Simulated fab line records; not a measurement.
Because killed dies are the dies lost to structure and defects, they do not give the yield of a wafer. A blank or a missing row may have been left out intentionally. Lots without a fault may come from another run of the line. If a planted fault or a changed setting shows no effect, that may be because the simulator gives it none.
Struck lot and sound lot, side by side    flow sky130    17 steps out of a route of 708
Sound: these wafers, L270.2, L270.5, L270.6. Struck: wafers L281.3, L281.6. (L281.2 of the same lot was not struck and is left out.) The cause comes at the end.
Per side, at each step with rows, come the tool, then ch with its chambers, and then its first start. Under that, the readings that differ: sound wafers    struck wafers    difference of the means    sigmas: that difference in standard deviations of wafers without a fault.
alike: a reading whose means differ by less than 2 such deviations, as well as words and numbers matching on both sides. not compared: withheld readings; readings where some wafer has no value; bounds like >300 that might hide an equal value; numbers whose values overlap and for which the record gives no deviation.
The two part at a step that has a row with sigmas, a row that says differs or no value, or rows on one side only. Non-overlapping numbers with no deviation appear without sigmas and do not part them. A reading missing from all wafers of one side parts the sides only when that side holds two or more wafers.

first, 2 steps without rows for these wafers: SKY_CONTACT_PEB_12; SKY_CONTACT_DEVELOP_13 (develop time 60 s).
SKY_CONTACT_CD_MEAS_14: target cd 170 nm.
  sound on cd sem-01 at day 33 15:11; struck on cd sem-02 at day 36 06:03
  alike: cd nm
SKY_CONTACT_OVL_MEAS_15:
  sound on overlay-02 at day 33 15:17; struck on overlay-01 at day 36 06:10
  alike: CONTACT_OVL
then, 1 step without rows for these wafers: SKY_CONTACT_ETCH_16 (etches BARC in N2/H2, stops on SiO2, time 45.9 s, target depth 60 nm).
SKY_CONTACT_ETCH_17: etches SiO2 in C4F8/O2/Ar, stops on Si3N4, target depth 340 nm.
  sound on rie diel-04 ch 1,3, day 33 15:22; struck on rie diel-03 ch 2,3, day 36 06:14
  alike: oes product au
SKY_CONTACT_ETCH_18: etches Si3N4 in CHF3/O2, stops on TiN, time 39 s, target depth 75 nm.
  sound: rie diel-04 ch 1,3; struck: rie diel-03 ch 2,3
  alike: drypump motor current A, oes product au, throttle valve pct
  not compared: rf hours counter h
SKY_CONTACT_STRIP_19: strips in O2/N2.
  sound on plasma asher-04 ch 0,1, day 33 15:27; struck on plasma asher-04 ch 0,1, day 36 06:19
  alike: drypump motor current A, oes product au, strip time to endpoint s
  not compared: rf hours counter h
then, 3 steps without rows for these wafers: SKY_CONTACT_STRIP_20 (strips in post etch residue remover, time 1200 s); SKY_CONTACT_CLEAN_21 (cleans in IPA, time 180 s); SKY_CONTACT_CLEAN_22 (cleans in O3/DIW).
SKY_CONTACT_SPUTTER_23: material TiN, target thk 20 nm, time 80 s.
  sound on pvd sputter-03 at day 33 16:04; struck on pvd sputter-01 at day 36 06:55
  alike: throttle valve pct
SKY_CONTACT_CVD_24: deposits W, target thk 340 nm, time 102.12 s.
  sound on cvd w-02 ch 1, day 33 16:10; struck on cvd w-01 ch 0,1, day 36 06:59
reading                                sound          struck       difference  sigmas
model.W_of_CONTACT_CVD_24.thk nm (nm)  353 344 348.3  236.3 238.6  -111.0      
  alike: heater power w
SKY_CONTACT_RS_MEAS_25: a four-point-probe measurement.
  sound on film metro-04 at day 33 16:22; struck on film metro-03 at day 36 07:23
reading                sound              struck       difference  sigmas
CONTACT_W_RS (ohm/sq)  0.325 0.334 0.329  0.488 0.483  +0.156      +25
  not compared: hold
SKY_CONTACT_THK_MEAS_26: measures by xrf.
  sound on film metro-04 at day 33 16:29; struck on film metro-03 at day 36 10:16
reading             sound        struck   difference  sigmas
CONTACT_W_THK (nm)  346 339 342  232 234  -109        -16
  not compared: hold
SKY_CONTACT_CMP_27: polishes, stops on SiO2, t overpolish 15 s, target thk 0 nm.
  sound on cmp-01 ch 1,2, day 33 16:35; struck on cmp-01 ch 0,3, day 36 12:28
reading                 sound     struck                                             difference                    sigmas
hold                    - - -     await dispo/2.2h/release await dispo/2.2h/release  no value on the sound wafers  
time to endpoint s (s)  88 89 85  58 58                                              -29                           -8
  alike: motor current A, retaining ring pressure frac
SKY_METAL1_SPUTTER_00: material Ti, target thk 15 nm, time 10 s.
  sound on pvd sputter-02 at day 33 16:50; struck on pvd sputter-02 at day 36 12:46
  alike: throttle valve pct

== WHERE THEY PART ==
At SKY_CONTACT_RS_MEAS_25 first; at SKY_CONTACT_CMP_27 last (within this record only). Later steps at which nothing parts them and some readings are alike: SKY_METAL1_SPUTTER_00.

WHY: the cause the simulator had injected
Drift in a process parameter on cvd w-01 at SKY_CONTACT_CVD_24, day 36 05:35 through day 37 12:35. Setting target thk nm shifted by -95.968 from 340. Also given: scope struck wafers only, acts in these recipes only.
